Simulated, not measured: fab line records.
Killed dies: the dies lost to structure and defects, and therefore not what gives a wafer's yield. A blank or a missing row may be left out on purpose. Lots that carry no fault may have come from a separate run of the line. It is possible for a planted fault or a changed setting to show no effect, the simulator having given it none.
Matching of chambers    flow sky130    4 sister chambers for SKY_CONTACT_CMP_04 on cmp-01
The step polishes SiO2. 8 wafers are shown with their chamber, then 7 later ones without.

## WAFERS PAIRED WITH THEIR CHAMBERS
wafer   chamber  motorCurrentA (A)  timeToEndpointS (s)
L256.1  3        10.4               79
L256.4  0        12.4               78
L256.6  0        12.8               76
L258.1  3        10.7               76
L258.2  1        9.9                78
L258.3  2        13.8               76
L261.2  1        9.8                85
L261.4  2        15.8               82

## WAFERS WITH NO CHAMBER GIVEN
wafer   motorCurrentA (A)  timeToEndpointS (s)
L261.6  14.4               82
L266.2  12.4               81
L266.3  9.7                80
L266.4  10.4               82
L267.1  9.5                83
L267.2  14.5               79
L267.6  9.8                81

## WHICH CHAMBER EACH ONE RAN IN
wafer   from the rows above      in truth
L261.6  can't be placed: 2 or 0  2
L266.2  can't be placed: 0 or 3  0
L266.3  can't be placed: 1 or 3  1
L266.4  can't be placed: 1 or 3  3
L267.1  can't be placed: 1 or 3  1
L267.2  2                        2
L267.6  can't be placed: 1 or 3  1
Correctly placed: 1 of 7. Can't be placed from these rows: 6 (the true chamber is among the candidates in 6). Placed wrongly: 0.
How it was worked out, from the rows above alone: a wafer's distance from a chamber is the root of the sum, over the readings, of the square of ((its reading less the chamber's mean) divided by the reading's scatter). The wafer belongs to the nearest chamber; if the next one is less than 2 further off, it can't be placed. Each chamber's mean is taken over the wafers shown for it. The scatter is the square root of a quotient: the sum, over the shown wafers, of each reading's squared deviation from its chamber's mean, divided by wafers minus chambers.
